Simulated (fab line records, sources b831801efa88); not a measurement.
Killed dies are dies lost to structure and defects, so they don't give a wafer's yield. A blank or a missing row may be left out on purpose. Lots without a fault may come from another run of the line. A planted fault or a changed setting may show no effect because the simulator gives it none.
fab line records | flow sky130
record lots=5 wafers=15 last_day=50
route steps=708 shown SD_P@329 RES_XHIGH@332 SD_N@343 PAD_OPEN@708
lots that met no fault: from a run of the same line without faults
start_h: hours from the record's first day to the start of the lot's first wafer shown | wait_h: hours since the lot's step before | " the same as in the row above | L1.1+2: a row that stands for several wafers | - no value, or no start given | * or withheld: withheld | < > ~ a bound
route shown NAME@n: a module of which the file shows steps, and the number in the route of the first | usual: mean/standard deviation of fault-free wafers | same: alike in all rows | chamber/n: place in a boat | sites: the reading at each site | _std_site: their standard deviation | _edge_site: outer sites' mean less inner sites' | radius_mm: how far each site lies from the wafer's centre | mask NAME#n: copy n | behind: the tool/chamber that last shaped the wafer | hold: why the lot was held/for how many hours/how that ended | device: the transistor (n, p or np) that didn't switch | end of line: the same wafers' tests at the end of the route | a step without rows: its recipe alone | killed: dies lost to structure and defects at the first sort, not the wafer's yield | map: a wafer's dies, x killed, . not, _ none there
set.NAME: the setting as run; set.NAME@STEP: as run at that earlier step | model.NAME: the simulator's own value behind a step, which no gauge read
lots at some steps of the route; a table a step, a row a wafer
services: from which hour (start_h, from the record's first day; less than 0 if before it) a tool's chamber was out of use, for how many hours, and why
## steps
# step SKY_SD_P_IMPLANT_09
# recipe species=BF2 energy_kev=20 dose_cm2=3e+15 tilt_deg=0
# step SKY_SD_P_STRIP_10
# recipe chemistry=O2/N2 power_w=1400 pressure_mtorr=1500 platen_temp_c=withheld o2_flow_sccm=3000 n2_flow_sccm=300 overash_fraction=0.5
# step SKY_RES_XHIGH_DEHYDRATE_00
# recipe temp_c=200 time_s=60
# step SKY_RES_XHIGH_HMDS_01
# recipe prime_time_s=60 prime_temp_c=120
# step SKY_RES_XHIGH_COAT_02
# recipe resist=NOVOLAK spin_rpm=3000 resist_thk_nm=1140
# step SKY_RES_XHIGH_SOFTBAKE_03
# recipe temp_c=90 time_s=60 resist=NOVOLAK
# step SKY_RES_XHIGH_EXPOSE_04
# recipe mask_id=URPM na=0.6 source_shape=conventional sigma_outer=0.6 polarization=unpolarized target_cd_nm=1270 dose_mj=140
# step SKY_RES_XHIGH_PEB_05
# recipe temp_c=withheld time_s=* resist=NOVOLAK
# step SKY_RES_XHIGH_DEVELOP_06
# recipe resist=NOVOLAK developer=TMAH develop_time_s=60 dev_temp_c=23
# step SKY_RES_XHIGH_IMPLANT_07
# recipe species=BF2 energy_kev=20 dose_cm2=3.6e+14 tilt_deg=0
# usual dose_ions_cm2=3.6e+14/3.6e+11
# columns lot.wafer tool chamber start_h wait_h dose_ions_cm2
L259.1 implanter-02 0 682.71 0.1 3.603e+14
L259.2 " 0 " " 3.596e+14
L259.4 " 0 " " 3.601e+14
L264.2 implanter-02 0 722.67 0.1 3.906e+14
L264.4 " 0 " " 3.909e+14
L264.5 " 0 " " 3.908e+14
L265.2 implanter-02 0 731.78 0.1 3.904e+14
L265.3 " 0 " " 3.899e+14
L265.6 " 0 " " 3.908e+14
L266.1 implanter-02 0 738.41 0.1 3.904e+14
L266.3 " 0 " " 3.902e+14
L266.5 " 0 " " 3.902e+14
L273.1 implanter-03 0 786.11 0.1 3.602e+14
L273.5 " 0 " " 3.596e+14
L273.6 " 0 " " 3.6e+14
# step SKY_RES_XHIGH_STRIP_08
# recipe chemistry=O2/N2 power_w=1400 pressure_mtorr=1500 platen_temp_c=withheld o2_flow_sccm=3000 n2_flow_sccm=300 overash_fraction=0.5
# step SKY_RES_XHIGH_TW_MEAS_09
# usual RES_XHIGH_TW=1649/9.5
# columns lot.wafer tool chamber start_h wait_h hold RES_XHIGH_TW
L259.1 film_metro-03 - 682.99 0.1 - 1652
L259.2 " - " " - 1645
L259.4 " - " " - 1650
L264.2 film_metro-04 - 722.91 0.1 await_dispo/0.2h/release 1697
L264.4 " - " " await_dispo/0.2h/release 1703
L264.5 " - " " await_dispo/0.2h/release 1689
L264.2 film_metro-04 - 723.13 0.2 - 1695
L264.4 " - " " - 1705
L264.5 " - " " - 1700
L265.2 film_metro-01 - 732.02 0.1 - 1676
L265.3 " - " " - 1674
L265.6 " - " " - 1677
L266.1 film_metro-04 - 738.66 0.1 await_dispo/0.2h/release 1700
L266.3 " - " " await_dispo/0.2h/release 1694
L266.5 " - " " await_dispo/0.2h/release 1700
L266.1 film_metro-04 - 738.88 0.2 - 1698
L266.3 " - " " - 1694
L266.5 " - " " - 1695
L273.1 film_metro-01 - 786.36 0.1 - 1652
L273.5 " - " " - 1652
L273.6 " - " " - 1651
# step SKY_SD_N_HMDS_01
# recipe prime_time_s=60 prime_temp_c=120
# step SKY_SD_N_COAT_02
# recipe resist=NOVOLAK spin_rpm=3000 resist_thk_nm=1140
# step SKY_SD_N_SOFTBAKE_03
# recipe temp_c=90 time_s=60 resist=NOVOLAK
# step SKY_SD_N_EXPOSE_04
# recipe mask_id=NSDM na=0.6 source_shape=conventional sigma_outer=0.6 polarization=unpolarized target_cd_nm=380 dose_mj=141
# step SKY_SD_N_PEB_05
# recipe temp_c=withheld time_s=* resist=NOVOLAK
# step SKY_SD_N_DEVELOP_06
# recipe resist=NOVOLAK developer=TMAH develop_time_s=60 dev_temp_c=23
# step SKY_SD_N_IMPLANT_09
# recipe species=As energy_kev=50 dose_cm2=4e+15 tilt_deg=0
# step SKY_SD_N_IMPLANT_10
# recipe species=P energy_kev=20 dose_cm2=1e+14 tilt_deg=0
# step SKY_SD_N_STRIP_11
# recipe chemistry=O2/N2 power_w=1400 pressure_mtorr=1500 platen_temp_c=withheld o2_flow_sccm=3000 n2_flow_sccm=300 overash_fraction=0.5
# step SKY_SD_N_CLEAN_13
# recipe chemistry=SC1/SC2 mix=1:4:20 temp_c=70 time_s=150 dry=n2_spin
# step SKY_SD_N_RTA_14
# recipe temp_c=1075 time_s=2 idle_temp_c=650 ramp_up_c_per_s=150 ramp_down_c_per_s=90 ambient=N2
# step SKY_SD_N_RS_MEAS_18
# recipe thk_meas_gauge=four-point-probe
# usual RES_XHIGH_RS=333.3/1.2
# columns lot.wafer tool chamber start_h wait_h hold RES_XHIGH_RS[ohm/sq]
L259.1 film_metro-01 - 712.73 0.1 - 333.6
L259.2 " - " " - 334.6
L259.4 " - " " - 335.0
L264.2 film_metro-03 - 750.72 0.1 await_dispo/0.2h/release 310.4
L264.4 " - " " await_dispo/0.2h/release 310.2
L264.5 " - " " await_dispo/0.2h/release 311.1
L264.2 film_metro-03 - 751.01 0.3 - 310.3
L264.4 " - " " - 309.9
L264.5 " - " " - 310.4
L265.2 film_metro-04 - 760.30 0.1 await_dispo/0.2h/release 311.2
L265.3 " - " " await_dispo/0.2h/release 311.3
L265.6 " - " " await_dispo/0.2h/release 311.5
L265.2 film_metro-04 - 760.65 0.3 - 310.8
L265.3 " - " " - 311.6
L265.6 " - " " - 311.9
L266.1 film_metro-03 - 766.03 0.1 await_dispo/0.2h/release 310.5
L266.3 " - " " await_dispo/0.2h/release 310.9
L266.5 " - " " await_dispo/0.2h/release 310.4
L266.1 film_metro-03 - 766.31 0.3 - 311.0
L266.3 " - " " - 310.2
L266.5 " - " " - 310.0
L273.1 film_metro-03 - 813.71 0.1 - 330.5
L273.5 " - " " - 331.1
L273.6 " - " " - 330.9
# step SKY_PAD_OPEN_PROBE_99
# usual killed_at_M0_to_M3=41/6.2 killed_at_M4_up=3.0/1.7 killed_at_contacts=25/5.8 killed_at_front_end=16/4.5 killed_at_other=0.2/0.42 killed_dies=85/8.4 killed_open=46/5.9 killed_short=39/6.3
# same gross_dies=492 killed_at_back_side=0
# columns lot.wafer tool chamber start_h wait_h killed_at_M0_to_M3 killed_at_M4_up killed_at_contacts killed_at_front_end killed_at_other killed_dies killed_open killed_short model.etest.res_xhigh_po.line_ohm_um model.etest.res_xhigh_po.rs_ohm_sq
L259.1 prober-01 - 1126.39 0.1 42 3 36 16 0 97 59 35 5755 2046
L259.2 prober-01 - 1126.44 0.1 43 1 23 9 0 76 33 43 5902 2042
L259.4 prober-01 - 1126.54 0.2 41 3 24 13 0 81 42 37 5926 2052
L264.2 prober-02 - 1152.16 0.1 34 3 34 21 1 93 47 43 5014 1724
L264.4 prober-02 - 1152.26 0.2 38 2 31 21 1 93 56 35 5014 1782
L264.5 prober-02 - 1152.31 0.2 39 3 24 13 1 80 42 38 4967 1727
L265.2 prober-01 - 1159.91 0.1 38 2 20 14 0 74 45 28 5281 1832
L265.3 prober-01 - 1159.96 0.2 32 5 32 18 1 88 52 35 4965 1793
L265.6 prober-01 - 1160.11 0.2 51 1 28 14 0 94 48 46 4974 1763
L266.1 prober-02 - 1161.81 0.1 42 7 18 19 0 86 40 46 4664 1678
L266.3 prober-02 - 1161.91 0.2 50 1 17 9 1 78 47 31 4809 1694
L266.5 prober-02 - 1162.01 0.2 36 2 30 14 0 82 43 39 4885 1752
L273.1 prober-01 - 1191.57 0.1 33 4 27 19 0 83 43 40 5401 1917
L273.5 prober-01 - 1191.77 0.2 34 2 22 21 0 79 43 36 5301 1900
L273.6 prober-01 - 1191.82 0.2 43 1 23 13 1 81 39 41 5303 1864
# killed by level:class
L259.1 CONTACT:geometric_particle:open=17 VIA1:geometric_particle:open=8 LI_CONTACT:geometric_particle:open=8 VIA2:geometric_particle:open=8 VIA1:geometric_particle:short=6 VIA3:geometric_particle:open=6 POLY_GATE:geometric_particle:open=5 CONTACT:geometric_particle:short=5
L259.2 METAL2:geometric_particle:short=11 METAL1:geometric_particle:short=8 VIA1:geometric_particle:open=7 LI_CONTACT:geometric_particle:open=5 CONTACT:geometric_particle:open=5 VIA3:geometric_particle:open=5 CONTACT:geometric_particle:short=4 VIA1:geometric_particle:short=4
L259.4 CONTACT:geometric_particle:open=9 VIA1:geometric_particle:open=9 LI_CONTACT:geometric_particle:open=8 METAL1:geometric_particle:short=8 METAL2:geometric_particle:short=7 POLY_GATE:geometric_particle:open=5 VIA2:geometric_particle:open=5 LI_CONTACT:geometric_particle:short=4
L264.2 LI_CONTACT:geometric_particle:open=11 CONTACT:geometric_particle:open=8 METAL2:geometric_particle:short=7 VIA1:geometric_particle:open=7 FIELD_ISO:geometric_particle:short=6 LI_CONTACT:geometric_particle:short=6 CONTACT:geometric_particle:short=5 VIA2:geometric_particle:open=5
L264.4 CONTACT:geometric_particle:open=15 VIA1:geometric_particle:open=12 VIA2:geometric_particle:open=9 LI_CONTACT:geometric_particle:open=8 FIELD_ISO:geometric_particle:short=5 FIELD_ISO:geometric_particle:open=4 METAL2:geometric_particle:short=4 POLY_GATE:geometric_particle:open=3
L264.5 CONTACT:geometric_particle:open=9 VIA3:geometric_particle:open=7 LI_CONTACT:geometric_particle:open=7 VIA1:geometric_particle:short=6 METAL2:geometric_particle:short=6 VIA1:geometric_particle:open=5 CONTACT:geometric_particle:short=4 VIA2:geometric_particle:open=4
L265.2 VIA1:geometric_particle:open=8 LI_CONTACT:geometric_particle:open=7 CONTACT:geometric_particle:open=7 VIA3:geometric_particle:open=6 VIA2:geometric_particle:open=5 FIELD_ISO:geometric_particle:open=4 FIELD_ISO:geometric_particle:short=4 METAL1:geometric_particle:short=4
L265.3 CONTACT:geometric_particle:open=12 LI_CONTACT:geometric_particle:open=9 VIA1:geometric_particle:open=7 VIA3:geometric_particle:open=6 CONTACT:geometric_particle:short=5 METAL1:geometric_particle:short=5 METAL4:geometric_particle:short=5 POLY_GATE:geometric_particle:short=4
L265.6 LI_CONTACT:geometric_particle:open=12 VIA1:geometric_particle:open=10 METAL2:geometric_particle:short=8 METAL3:geometric_particle:short=8 CONTACT:geometric_particle:open=7 METAL1:geometric_particle:short=6 LOCAL_INTERCONNECT:geometric_particle:short=5 VIA1:geometric_particle:short=5
L266.1 VIA1:geometric_particle:short=11 VIA1:geometric_particle:open=9 POLY_GATE:geometric_particle:short=8 CONTACT:geometric_particle:open=8 METAL2:geometric_particle:short=7 LI_CONTACT:geometric_particle:open=5 METAL4:geometric_particle:short=5 VIA3:geometric_particle:open=5
L266.3 VIA1:geometric_particle:open=16 VIA2:geometric_particle:open=7 METAL2:geometric_particle:short=6 LI_CONTACT:geometric_particle:open=6 VIA3:geometric_particle:open=6 CONTACT:geometric_particle:open=5 POLY_GATE:geometric_particle:short=4 METAL1:geometric_particle:short=4
L266.5 VIA1:geometric_particle:open=11 CONTACT:geometric_particle:open=10 LI_CONTACT:geometric_particle:open=6 LI_CONTACT:geometric_particle:short=5 VIA3:geometric_particle:open=5 LOCAL_INTERCONNECT:geometric_particle:short=4 CONTACT:geometric_particle:short=4 METAL2:geometric_particle:short=4
L273.1 LI_CONTACT:geometric_particle:open=8 CONTACT:geometric_particle:open=7 VIA1:geometric_particle:open=7 FIELD_ISO:geometric_particle:short=6 FIELD_ISO:geometric_particle:open=5 LOCAL_INTERCONNECT:geometric_particle:short=5 METAL2:geometric_particle:short=5 VIA2:geometric_particle:short=5
L273.5 CONTACT:geometric_particle:open=12 FIELD_ISO:geometric_particle:open=7 VIA2:geometric_particle:open=7 FIELD_ISO:geometric_particle:short=6 VIA1:geometric_particle:open=6 CONTACT:geometric_particle:short=5 VIA1:geometric_particle:short=5 VIA3:geometric_particle:open=5
L273.6 CONTACT:geometric_particle:open=11 VIA1:geometric_particle:open=10 METAL1:geometric_particle:short=9 LI_CONTACT:geometric_particle:open=5 VIA3:geometric_particle:open=5 FIELD_ISO:geometric_particle:short=4 POLY_GATE:geometric_particle:short=4 VIA3:geometric_particle:short=4
## services
# columns tool chamber start_h hours kind
implanter-03 - 686.66 3.2 pm
implanter-03 - 780.98 1.4 repair
## key
first_sign step=SKY_RES_XHIGH_IMPLANT_07 reading=dose_ions_cm2 direction=up sigmas=85 usual=* struck=*
effect step=SKY_RES_XHIGH_TW_MEAS_09 reading=visit direction=added
effect step=SKY_SD_N_RS_MEAS_18 reading=visit direction=added
effect step=SKY_SD_N_RS_MEAS_18 reading=RES_XHIGH_RS direction=down sigmas=19 usual=333.3 struck=310.8
model_effect step=SKY_PAD_OPEN_PROBE_99 value=etest.res_xhigh_po.line_ohm_um without=5773 struck=4952
met_at SKY_RES_XHIGH_IMPLANT_07
struck_wafers L264.2,L264.4,L264.5,L265.2,L265.3,L265.6,L266.1,L266.3,L266.5
tester_left_out L264,L265,L266
onset_between 682.71 722.67
fault kind=process_parameter_drift tool=implanter-02 chamber=- onset_h=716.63 steps=SKY_RES_XHIGH_IMPLANT_07 channel=dose_cm2 offset=* shape=step end_h=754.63 acts_in=* stated=*
# tester_left_out: of these lots the tester's yield and bins aren't shown, on N5 and GAA mostly nor the transistor test; their killed dies are dies lost to structure and defects alone, not to doping, threshold or leakage, so they don't give the yield
